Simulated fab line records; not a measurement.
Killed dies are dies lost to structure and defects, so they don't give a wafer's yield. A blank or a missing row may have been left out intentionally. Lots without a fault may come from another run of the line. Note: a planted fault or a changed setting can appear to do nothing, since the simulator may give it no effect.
fab line records	flow sky130
record lots=6	wafers=18	lastDay=50
route steps=708 shown VIA3@582 METAL4@598 PAD_OPEN@708
lots that met no fault: from a run of the same line without faults
startH: start of the lot's first displayed wafer, in hours after the record's first day	waitH: how many hours have passed since the lot's step before this one	" identical to the entry in the row above	L1.1+2: several wafers, shown together as one row	- no value, or no start was given	* or withheld: withheld	< > ~ a bound
route shown NAME@n: a module of which the file shows steps, and the number in the route of the first	usual: the fault-free wafers' mean and standard deviation	same: alike in all rows	chamber/n: place in a boat	sites: readings site by site	_std_site: standard deviation across them	_edge_site: outer sites' mean less inner sites'	radiusMm: for every site, how far away it sits from the centre of the wafer	mask NAME#n: copy n	behind: the tool/chamber that last shaped the wafer	hold: why the lot went on hold/how many hours it stayed there/how the hold came to an end	device: whichever transistor did not switch (one of n, p or np)	end of line: tests of these same wafers at the route's end	where a step has no rows: the recipe by itself	killed: dies that structure and defects cost at the first sort, which is not the same as the wafer's yield	map: the dies of a wafer, with x for killed, . for not killed, _ for no die there
set.NAME: the setting as run; set.NAME@STEP: as run at that earlier step	model.NAME: the simulator's own value behind a step, which no gauge read
lots seen at some steps along the route; tables by step, rows by wafer
services: a tool's chamber out of use, with start hour (startH, from the record's first day; less than 0 if before it), hours out, and reason
## steps
# step SKY_VIA3_EXPOSE_09
# recipe maskId=VIM3	na=0.8	sourceShape=annular	sigmaInner=0.55	sigmaOuter=0.85	targetCdNm=200	doseMj=38
# step SKY_VIA3_PEB_10
# recipe pebTempC=withheld	pebTimeS=withheld	resist=KrF-thick
# step SKY_VIA3_DEVELOP_11
# recipe developTimeS=60	resist=KrF-thick	devTempC=21
# step SKY_VIA3_CD_MEAS_12
# recipe targetCdNm=200
# usual cdNm=200.5/1.6
lot.wafer	tool	chamber	startH	waitH	cdNm
L715.1	cdSem-02	-	938.02	-	196.2
L715.4	"	-	"	"	197.9
L715.5	"	-	"	"	197.3
L721.2	cdSem-02	-	992.64	-	199.6
L721.3	"	-	"	"	198.8
L721.6	"	-	"	"	199.1
L724.2	cdSem-02	-	1021.19	-	200.5
L724.4	"	-	"	"	200.2
L724.5	"	-	"	"	200.0
L726.1	cdSem-02	-	1027.17	-	200.5
L726.2	"	-	"	"	201.8
L726.5	"	-	"	"	201.7
L730.4	cdSem-01	-	1050.83	-	201.4
L730.5	"	-	"	"	200.6
L730.6	"	-	"	"	200.9
L736.2	cdSem-02	-	1082.74	-	199.7
L736.4	"	-	"	"	199.1
L736.5	"	-	"	"	200.3
# step SKY_VIA3_OVL_MEAS_13
# usual VIA3_OVL=0/5.8
lot.wafer	tool	chamber	startH	waitH	VIA3_OVL[nm]
L715.1	overlay-02	-	938.14	0.1	-8
L715.4	"	-	"	"	7
L715.5	"	-	"	"	-9
L721.2	overlay-01	-	992.75	0.1	-1
L721.3	"	-	"	"	3
L721.6	"	-	"	"	-1
L724.2	overlay-02	-	1021.30	0.1	-4
L724.4	"	-	"	"	-11
L724.5	"	-	"	"	0
L726.1	overlay-02	-	1027.29	0.1	-4
L726.2	"	-	"	"	-1
L726.5	"	-	"	"	-2
L730.4	overlay-02	-	1050.91	0.1	5
L730.5	"	-	"	"	0
L730.6	"	-	"	"	6
L736.2	overlay-01	-	1082.85	0.1	-4
L736.4	"	-	"	"	3
L736.5	"	-	"	"	5
# step SKY_VIA3_ETCH_14
# recipe chemistry=N2/H2	target=BARC	ionEnergyEv=200	sourceW=500	biasW=100	pressureMtorr=30	n2FlowSccm=100	h2FlowSccm=200	stopOn=SiO2	timeS=45.9	targetDepthA=600
# usual drypumpMotorCurrentA=5.8/0.43	oesProductAu=0.854/0.0051	rfFwdPowerW=494.6/2.1	throttleValvePct=13.225/0.0093
lot.wafer	tool	chamber	startH	waitH	drypumpMotorCurrentA	oesProductAu	rfFwdPowerW	rfHoursCounterH	throttleValvePct
L715.1	rieDiel-04	3	938.18	0.0	5.5	0.854	493.0	10	13.224
L715.4	"	2	"	"	5.6	0.853	490.7	14	13.201
L715.5	"	1	"	"	6.1	0.847	494.5	-	13.221
L721.2	rieDiel-04	3	992.78	0.0	5.6	0.857	496.5	11	13.218
L721.3	"	1	"	"	6.1	0.845	495.2	15	13.232
L721.6	"	3	"	"	5.6	0.854	493.6	-	13.228
L724.2	rieDiel-01	3	1021.33	0.0	5.1	0.856	496.6	11	13.243
L724.4	"	0	"	"	6.1	0.864	493.7	16	13.233
L724.5	"	1	"	"	6.2	0.861	496.0	-	13.224
L726.1	rieDiel-01	3	1027.33	0.0	5.1	0.853	497.0	12	13.216
L726.2	"	2	"	"	5.8	0.854	498.3	19	13.230
L726.5	"	3	"	"	5.1	0.851	498.2	-	13.227
L730.4	rieDiel-03	0	1050.93	0.0	5.7	0.849	497.0	7	13.220
L730.5	"	3	"	"	5.3	0.854	492.1	-	13.236
L730.6	"	2	"	"	6.2	0.860	493.3	-	13.226
L736.2	rieDiel-04	2	1082.88	0.0	5.6	0.855	494.4	19	13.225
L736.4	"	1	"	"	6.1	0.848	493.6	18	13.233
L736.5	"	3	"	"	5.5	0.851	496.1	-	13.215
# step SKY_VIA3_ETCH_15
# recipe target=SiO2	chemistry=C4F8/O2/Ar	targetDepthNm=507	stopOn=TiN	maskMaterial=KrF-thick	sourceW=1500	biasW=1200	pressureMtorr=40	c4f8FlowSccm=withheld	O2_flow_sccm=6	Ar_flow_sccm=300	timeS=78
# usual oesProductAu=0.946/0.005	rfFwdPowerW=1489/6.1
lot.wafer	tool	chamber	startH	waitH	oesProductAu	rfFwdPowerW	rfHoursCounterH
L715.1	rieDiel-04	3	938.22	0.0	0.944	1497	10
L715.4	"	2	"	"	0.944	1493	14
L715.5	"	1	"	"	0.942	1483	-
L721.2	rieDiel-04	3	992.82	0.0	0.947	1482	11
L721.3	"	1	"	"	0.941	1487	15
L721.6	"	3	"	"	0.941	1489	-
L724.2	rieDiel-01	3	1021.37	0.0	0.951	1497	11
L724.4	"	0	"	"	0.945	1498	16
L724.5	"	1	"	"	0.946	1495	-
L726.1	rieDiel-01	3	1027.37	0.0	0.948	1491	12
L726.2	"	2	"	"	0.950	1491	19
L726.5	"	3	"	"	0.936	1495	-
L730.4	rieDiel-03	0	1050.97	0.0	0.950	1498	7
L730.5	"	3	"	"	0.946	1480	-
L730.6	"	2	"	"	0.950	1485	-
L736.2	rieDiel-04	2	1082.92	0.0	0.949	1491	19
L736.4	"	1	"	"	0.947	1484	18
L736.5	"	3	"	"	0.939	1488	-
# step SKY_VIA3_STRIP_16
# recipe chemistry=O2/N2	powerW=1400	pressureMtorr=1500	platenTempC=withheld	o2FlowSccm=3000	n2FlowSccm=300	overashFraction=0.5
# usual drypumpMotorCurrentA=5.8/0.31	oesProductAu=0.402/0.0049	stripTimeToEndpointS=4.13/0.041
lot.wafer	tool	chamber	startH	waitH	drypumpMotorCurrentA	oesProductAu	rfHoursCounterH	stripTimeToEndpointS
L715.1	plasmaAsher-03	0	938.28	0.0	6.1	0.406	50	4.17
L715.4	"	0	"	"	6.1	0.401	-	4.10
L715.5	"	1	"	"	5.9	0.395	-	4.07
L721.2	plasmaAsher-01	1	992.88	0.0	5.5	0.400	84	4.14
L721.3	"	1	"	"	5.5	0.396	-	4.07
L721.6	"	1	"	"	5.4	0.410	-	4.13
L724.2	plasmaAsher-02	0	1021.43	0.0	5.1	0.402	26	4.15
L724.4	"	0	"	"	5.1	0.409	-	4.14
L724.5	"	0	"	"	5.1	0.394	-	4.07
L726.1	plasmaAsher-01	0	1027.43	0.0	5.9	0.390	88	4.14
L726.2	"	1	"	"	5.5	0.398	88	4.17
L726.5	"	0	"	"	5.9	0.401	-	4.14
L730.4	plasmaAsher-02	1	1051.06	0.1	6.2	0.407	-	4.18
L730.5	"	0	"	"	5.1	0.410	-	4.15
L730.6	"	1	"	"	6.1	0.411	-	4.10
L736.2	plasmaAsher-03	0	1082.98	0.0	6.1	0.399	65	4.11
L736.4	"	0	"	"	6.1	0.401	-	4.06
L736.5	"	0	"	"	6.1	0.404	-	4.15
# step SKY_VIA3_STRIP_17
# recipe chemistry=postEtchResidueRemover	timeS=1200	tempC=72.5
# step SKY_VIA3_CLEAN_18
# recipe chemistry=IPA	timeS=180	tempC=25
# step SKY_VIA3_CLEAN_19
# recipe chemistry=O3/DIW	dry=n2Spin
# step SKY_VIA3_SPUTTER_20
# recipe material=TiN	targetThkNm=20	chamberPressurePa=5	powerW=4000	timeS=80
# usual throttleValvePct=29.8/0.8
lot.wafer	tool	chamber	startH	waitH	throttleValvePct
L715.1	pvdSputter-02	-	938.92	0.0	31.1
L715.4	"	-	"	"	31.3
L715.5	"	-	"	"	29.8
L721.2	pvdSputter-01	-	993.51	0.0	29.0
L721.3	"	-	"	"	29.6
L721.6	"	-	"	"	30.5
L724.2	pvdSputter-01	-	1022.03	0.0	29.2
L724.4	"	-	"	"	30.4
L724.5	"	-	"	"	29.6
L726.1	pvdSputter-02	-	1028.08	0.0	30.8
L726.2	"	-	"	"	29.5
L726.5	"	-	"	"	29.8
L730.4	pvdSputter-04	-	1051.62	0.0	29.6
L730.5	"	-	"	"	29.9
L730.6	"	-	"	"	29.4
L736.2	pvdSputter-04	-	1083.61	0.0	28.5
L736.4	"	-	"	"	29.1
L736.5	"	-	"	"	28.7
# step SKY_VIA3_CVD_21
# recipe material=W	targetThkNm=390	timeS=117.31	tempC=400	pressureTorr=40
# usual chamberPressureTorr=40.02/0.084	heaterPowerW=970/46
lot.wafer	tool	chamber	startH	waitH	chamberPressureTorr	heaterPowerW	model.W_of_VIA3_CVD_21.thkNm
L715.1	cvdW-02	0	938.98	0.0	40.04	940	394.2
L715.4	"	0	"	"	40.13	932	393.4
L715.5	"	0	"	"	40.05	957	398.2
L721.2	cvdW-01	0	993.58	0.0	40.10	988	390.7
L721.3	"	1	"	"	39.86	981	382.3
L721.6	"	1	"	"	39.91	994	382.9
L724.2	cvdW-01	0	1022.10	0.0	40.00	1031	507.4
L724.4	"	1	"	"	39.91	976	504.4
L724.5	"	0	"	"	40.02	979	512.2
L726.1	cvdW-01	0	1028.15	0.0	39.91	1004	517.5
L726.2	"	1	"	"	39.95	1006	508.1
L726.5	"	1	"	"	40.08	996	506.9
L730.4	cvdW-02	1	1051.72	0.1	40.07	885	401.8
L730.5	"	0	"	"	39.96	934	397.1
L730.6	"	1	"	"	40.00	879	397.1
L736.2	cvdW-02	1	1083.67	0.0	40.06	912	393.4
L736.4	"	0	"	"	40.16	927	397.5
L736.5	"	1	"	"	40.07	920	393.7
# step SKY_VIA3_RS_MEAS_22
# recipe thkMeasGauge=four-point-probe	reads=W_of_VIA3_CVD_21+TiN_of_VIA3_SPUTTER_20
# usual VIA3_W_RS=0.294/0.0045
lot.wafer	tool	chamber	startH	waitH	VIA3_W_RS[ohm/sq]
L715.1	filmMetro-04	-	939.10	0.1	0.291
L715.4	"	-	"	"	0.291
L715.5	"	-	"	"	0.286
L721.2	filmMetro-03	-	993.72	0.1	0.294
L721.3	"	-	"	"	0.300
L721.6	"	-	"	"	0.300
L724.2	filmMetro-02	-	1022.24	0.1	0.225
L724.4	"	-	"	"	0.226
L724.5	"	-	"	"	0.223
L726.1	filmMetro-03	-	1028.27	0.1	0.221
L726.2	"	-	"	"	0.225
L726.5	"	-	"	"	0.225
L730.4	filmMetro-04	-	1051.86	0.1	0.285
L730.5	"	-	"	"	0.288
L730.6	"	-	"	"	0.289
L736.2	filmMetro-04	-	1083.82	0.1	0.291
L736.4	"	-	"	"	0.288
L736.5	"	-	"	"	0.291
# step SKY_VIA3_THK_MEAS_23
# recipe thkMeasGauge=xrf	reads=W_of_VIA3_CVD_21
# usual VIA3_W_THK=381/7.6
lot.wafer	tool	chamber	startH	waitH	VIA3_W_THK[nm]
L715.1	filmMetro-04	-	939.22	0.1	390
L715.4	"	-	"	"	390
L715.5	"	-	"	"	394
L721.2	filmMetro-03	-	993.83	0.1	378
L721.3	"	-	"	"	369
L721.6	"	-	"	"	370
L724.2	filmMetro-02	-	1022.35	0.1	492
L724.4	"	-	"	"	484
L724.5	"	-	"	"	493
L726.1	filmMetro-03	-	1028.39	0.1	505
L726.2	"	-	"	"	499
L726.5	"	-	"	"	498
L730.4	filmMetro-04	-	1051.95	0.1	403
L730.5	"	-	"	"	394
L730.6	"	-	"	"	393
L736.2	filmMetro-04	-	1083.93	0.1	386
L736.4	"	-	"	"	392
L736.5	"	-	"	"	387
# step SKY_VIA3_CMP_24
# recipe stopOn=SiO2	tOverpolishS=20	downForcePsi=3.5	platenRpm=60	targetThkNm=0	padVelocityMS=0.94248
# usual motorCurrentA=10.8/0.89	timeToEndpointS=95/4.8
lot.wafer	tool	chamber	startH	waitH	motorCurrentA	timeToEndpointS
L715.4	cmp-01	2	939.28	0.0	12.3	93
L715.1	"	0	"	"	13.2	99
L715.5	"	2	"	"	11.9	91
L721.3	cmp-02	0	993.93	0.1	9.8	93
L721.2	"	1	"	"	11.4	97
L721.6	"	0	"	"	9.7	93
L724.4	cmp-02	2	1022.51	0.1	10.6	121
L724.2	"	3	"	"	10.8	126
L724.5	"	1	"	"	11.8	128
L726.1	cmp-01	0	1029.70	1.3	12.8	126
L726.2	"	2	"	"	12.2	117
L726.5	"	0	"	"	12.3	126
L730.4	cmp-02	0	1052.03	0.1	9.5	100
L730.6	"	3	"	"	10.9	100
L730.5	"	0	"	"	10.1	99
L736.2	cmp-02	3	1084.03	0.1	10.9	101
L736.4	"	0	"	"	9.4	97
L736.5	"	3	"	"	10.3	102
# step SKY_METAL4_SPUTTER_00
# recipe material=Ti	targetThkNm=15	powerW=3000	timeS=10	chamberPressurePa=0.4
# usual throttleValvePct=29.6/1.1
lot.wafer	tool	chamber	startH	waitH	throttleValvePct
L715.1	pvdSputter-03	-	939.58	0.1	29.9
L715.4	"	-	"	"	29.3
L715.5	"	-	"	"	29.3
L721.2	pvdSputter-04	-	994.18	0.1	29.5
L721.3	"	-	"	"	30.7
L721.6	"	-	"	"	29.8
L724.2	pvdSputter-01	-	1022.76	0.1	30.6
L724.4	"	-	"	"	28.8
L724.5	"	-	"	"	30.4
L726.1	pvdSputter-01	-	1029.95	0.2	30.6
L726.2	"	-	"	"	30.6
L726.5	"	-	"	"	29.1
L730.4	pvdSputter-03	-	1052.28	0.2	29.5
L730.5	"	-	"	"	26.1
L730.6	"	-	"	"	30.8
L736.2	pvdSputter-04	-	1084.28	0.2	30.5
L736.4	"	-	"	"	29.8
L736.5	"	-	"	"	29.3
# step SKY_PAD_OPEN_PROBE_99
# usual defectLimitedYield=82.0/1.9	killed_at_M0_to_M3=46/6.7	killed_at_M4_up=3.3/2	killedAtContacts=24/5.4	killedAtFrontEnd=15/4.3	killedAtOther=0.4/0.64	killedDies=89/9.1	killedOpen=48/7.2	killedShort=40/6.3	sort_bin_3_pad_short=0.9/0.42	sort_bin_5_function=10.8/1.5	sort_bin_6_memory=6.4/1.1	sortNPass=403/9.1	sortYieldPct=82.0/1.9
# same grossDies=492	killedAtBackSide=0	sort_bin_4_leakage[%]=0	sort_bin_8_speed[%]=0
lot.wafer	tool	chamber	startH	waitH	defectLimitedYield[%]	killed_at_M0_to_M3	killed_at_M4_up	killedAtContacts	killedAtFrontEnd	killedAtOther	killedDies	killedOpen	killedShort	sort_bin_3_pad_short[%]	sort_bin_5_function[%]	sort_bin_6_memory[%]	sortNPass	sortYieldPct[%]
L715.1	prober-01	-	1086.23	0.1	81.9	44	8	23	14	0	89	40	49	1.4	10.2	6.5	403	81.9
L715.4	prober-01	-	1086.38	0.2	81.5	51	4	20	15	1	91	52	39	0.2	10.8	7.5	401	81.5
L715.5	prober-01	-	1086.43	0.2	80.9	44	3	34	13	0	94	59	35	0.4	13.4	5.3	398	80.9
L721.2	prober-02	-	1130.51	0.1	82.1	42	6	21	19	0	88	51	34	1.0	11.6	5.3	404	82.1
L721.3	prober-02	-	1130.56	0.2	78.7	63	5	15	22	0	105	71	34	0.4	14.6	6.3	387	78.7
L721.6	prober-02	-	1130.71	0.2	79.3	55	0	32	15	0	102	53	48	1.2	12.6	6.9	390	79.3
L724.2	prober-01	-	1156.73	0.1	83.1	42	4	28	9	0	83	49	34	0.6	9.1	7.1	409	83.1
L724.4	prober-01	-	1156.83	0.2	78.9	52	3	37	12	0	104	61	43	1.2	12.2	7.7	388	78.9
L724.5	prober-01	-	1156.88	0.2	81.5	48	1	27	14	1	91	54	37	0.6	13.0	4.9	401	81.5
L726.1	prober-01	-	1160.09	0.1	82.9	41	2	23	18	0	84	37	47	1.2	9.8	6.1	408	82.9
L726.2	prober-01	-	1160.14	0.1	80.3	45	8	23	21	0	97	45	51	0.8	12.6	6.3	395	80.3
L726.5	prober-01	-	1160.29	0.2	84.1	43	3	22	10	0	78	43	35	0.8	8.5	6.5	414	84.1
L730.4	prober-01	-	1179.30	0.2	82.7	50	4	14	17	0	85	46	39	0.2	12.0	5.1	407	82.7
L730.5	prober-01	-	1179.35	0.2	81.3	43	5	30	14	0	92	40	52	1.8	10.6	6.3	400	81.3
L730.6	prober-01	-	1179.40	0.2	85.4	38	3	20	11	0	72	38	34	0.2	9.3	5.1	420	85.4
L736.2	prober-01	-	1203.75	0.1	82.5	50	2	19	15	0	86	48	38	0.8	8.7	7.9	406	82.5
L736.4	prober-01	-	1203.85	0.2	81.9	52	5	23	9	0	89	51	38	0.8	11.4	5.9	403	81.9
L736.5	prober-01	-	1203.90	0.2	82.3	48	5	20	14	0	87	51	36	1.0	10.4	6.3	405	82.3
# killed by level:class
L715.1 CONTACT:geometricParticle:open=9 METAL1:geometricParticle:short=9 VIA3:geometricParticle:open=8 VIA1:geometricParticle:open=7 METAL4:geometricParticle:short=7 LI_CONTACT:geometricParticle:open=6 POLY_GATE:geometricParticle:short=5 VIA2:geometricParticle:open=5
L715.4 VIA1:geometricParticle:open=11 LI_CONTACT:geometricParticle:open=9 VIA2:geometricParticle:open=9 METAL2:geometricParticle:short=8 CONTACT:geometricParticle:open=6 VIA3:geometricParticle:open=6 FIELD_ISO:geometricParticle:open=5 VIA2:geometricParticle:short=5
L715.5 CONTACT:geometricParticle:open=17 VIA1:geometricParticle:open=9 LI_CONTACT:geometricParticle:open=7 VIA2:geometricParticle:open=7 VIA3:geometricParticle:open=7 VIA2:geometricParticle:short=5 CONTACT:geometricParticle:short=5 POLY_GATE:geometricParticle:short=4
L721.2 VIA1:geometricParticle:open=15 LI_CONTACT:geometricParticle:open=7 FIELD_ISO:geometricParticle:open=6 VIA1:geometricParticle:short=6 FIELD_ISO:geometricParticle:short=5 CONTACT:geometricParticle:open=5 VIA2:geometricParticle:open=5 METAL2:geometricParticle:short=5
L721.3 VIA1:geometricParticle:open=19 VIA2:geometricParticle:open=10 METAL1:geometricParticle:short=9 FIELD_ISO:geometricParticle:open=8 CONTACT:geometricParticle:open=7 POLY_GATE:geometricParticle:open=6 LI_CONTACT:geometricParticle:open=6 METAL2:geometricParticle:short=6
L721.6 VIA1:geometricParticle:open=14 LOCAL_INTERCONNECT:geometricParticle:short=11 VIA2:geometricParticle:open=10 LI_CONTACT:geometricParticle:open=8 VIA1:geometricParticle:short=7 METAL1:geometricParticle:short=6 POLY_GATE:geometricParticle:open=5 CONTACT:geometricParticle:short=5
L724.2 VIA3:geometricParticle:open=13 LI_CONTACT:geometricParticle:open=10 VIA1:geometricParticle:open=10 CONTACT:geometricParticle:short=8 METAL1:geometricParticle:short=5 LI_CONTACT:geometricParticle:short=4 CONTACT:geometricParticle:open=4 VIA1:geometricParticle:short=3
L724.4 CONTACT:geometricParticle:open=14 LI_CONTACT:geometricParticle:open=13 VIA1:geometricParticle:open=9 METAL1:geometricParticle:short=7 VIA2:geometricParticle:open=7 METAL2:geometricParticle:short=7 VIA3:geometricParticle:short=5 VIA3:geometricParticle:open=5
L724.5 VIA3:geometricParticle:open=12 CONTACT:geometricParticle:open=8 VIA1:geometricParticle:open=8 LI_CONTACT:geometricParticle:open=6 VIA1:geometricParticle:short=5 LOCAL_INTERCONNECT:geometricParticle:short=5 POLY_GATE:geometricParticle:short=4 CONTACT:geometricParticle:short=4
L726.1 VIA1:geometricParticle:open=11 POLY_GATE:geometricParticle:short=9 METAL2:geometricParticle:short=9 CONTACT:geometricParticle:open=8 VIA1:geometricParticle:short=7 LI_CONTACT:geometricParticle:open=6 CONTACT:geometricParticle:short=5 FIELD_ISO:geometricParticle:short=4
L726.2 CONTACT:geometricParticle:open=9 VIA1:geometricParticle:open=9 METAL1:geometricParticle:short=8 VIA3:geometricParticle:open=7 VIA1:geometricParticle:short=5 POLY_GATE:geometricParticle:open=4 POLY_CUT:geometricParticle:short=4 LOCAL_INTERCONNECT:geometricParticle:short=4
L726.5 VIA3:geometricParticle:open=11 METAL2:geometricParticle:short=8 CONTACT:geometricParticle:open=8 LOCAL_INTERCONNECT:geometricParticle:short=7 VIA2:geometricParticle:open=7 LI_CONTACT:geometricParticle:open=5 VIA1:geometricParticle:short=4 POLY_GATE:geometricParticle:short=3
L730.4 VIA1:geometricParticle:open=13 METAL1:geometricParticle:short=9 VIA3:geometricParticle:open=8 VIA1:geometricParticle:short=5 CONTACT:geometricParticle:open=5 CONTACT:geometricParticle:short=5 VIA2:geometricParticle:open=5 FIELD_ISO:geometricParticle:short=4
L730.5 VIA1:geometricParticle:open=10 METAL1:geometricParticle:short=9 LOCAL_INTERCONNECT:geometricParticle:short=7 CONTACT:geometricParticle:open=7 LI_CONTACT:geometricParticle:short=6 FIELD_ISO:geometricParticle:short=5 METAL2:geometricParticle:short=5 POLY_GATE:geometricParticle:short=4
L730.6 VIA1:geometricParticle:open=13 LOCAL_INTERCONNECT:geometricParticle:short=6 VIA2:geometricParticle:short=5 LI_CONTACT:geometricParticle:open=4 CONTACT:geometricParticle:short=4 METAL1:geometricParticle:short=4 VIA2:geometricParticle:open=4 FIELD_ISO:geometricParticle:short=3
L736.2 VIA3:geometricParticle:open=9 VIA1:geometricParticle:open=9 METAL2:geometricParticle:short=9 LI_CONTACT:geometricParticle:open=6 CONTACT:geometricParticle:open=6 FIELD_ISO:geometricParticle:open=5 POLY_GATE:geometricParticle:short=4 POLY_GATE:geometricParticle:open=4
L736.4 VIA1:geometricParticle:open=12 VIA3:geometricParticle:open=10 LI_CONTACT:geometricParticle:open=9 CONTACT:geometricParticle:open=7 FIELD_ISO:geometricParticle:short=5 VIA1:geometricParticle:short=5 METAL1:geometricParticle:short=4 VIA3:geometricParticle:short=4
L736.5 VIA1:geometricParticle:open=13 VIA3:geometricParticle:open=10 CONTACT:geometricParticle:open=9 LI_CONTACT:geometricParticle:open=7 FIELD_ISO:geometricParticle:short=6 METAL2:geometricParticle:short=5 METAL1:geometricParticle:short=4 VIA2:geometricParticle:short=4
## services
tool	chamber	startH	hours	kind
cmp-01	-	919.72	4.0	pm
plasmaAsher-03	-	920.68	1.0	repair
pvdSputter-04	-	927.74	6.3	repair
rieDiel-04	2	927.78	2.6	repair
pvdSputter-03	-	931.24	2.2	repair
plasmaAsher-01	-	931.62	1.1	repair
rieDiel-04	-	936.95	0.4	repair
pvdSputter-03	-	937.18	2.4	repair
cmp-01	-	941.70	0.7	repair
cvdW-02	-	946.05	14.6	pm
cmp-01	-	952.95	6.3	pm
cmp-01	-	968.12	1.2	repair
rieDiel-04	-	983.11	0.5	repair
rieDiel-04	0	990.20	7.2	repair
cmp-01	-	998.62	28.9	repair
pvdSputter-04	-	1021.23	0.9	repair
pvdSputter-03	-	1030.45	2.2	repair
rieDiel-03	2	1031.12	2.1	repair
rieDiel-01	-	1049.59	15.6	pm
cvdW-01	1	1054.94	12.5	repair
cmp-01	-	1056.47	1.7	repair
pvdSputter-01	-	1073.97	2.6	repair
cvdW-02	-	1082.18	0.4	repair
cmp-02	-	1084.28	4.0	pm
## key
firstSign step=SKY_VIA3_RS_MEAS_22	reading=VIA3_W_RS	direction=down	sigmas=15	usual=0.294	struck=0.224
effect step=SKY_VIA3_THK_MEAS_23	reading=VIA3_W_THK	direction=up	sigmas=15	usual=381	struck=495
effect step=SKY_VIA3_CMP_24	reading=timeToEndpointS	direction=up	sigmas=6.1	usual=*	struck=*
modelEffect step=SKY_VIA3_CVD_21	value=W_of_VIA3_CVD_21.thkNm	without=385.8	struck=509.4
metAt SKY_VIA3_CVD_21
struckWafers L724.2,L724.4,L724.5,L726.1,L726.2,L726.5
onsetBetween 993.58 1022.10
alsoFits SKY_VIA3_ETCH_14:rieDiel-01,SKY_VIA3_ETCH_15:rieDiel-01
fault kind=processParameterDrift	tool=cvdW-01	chamber=-	onsetH=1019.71	steps=SKY_VIA3_CVD_21	channel=targetThkNm	offset=124.62	shape=step	endH=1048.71	actsIn=theseRecipesOnly	stated=390
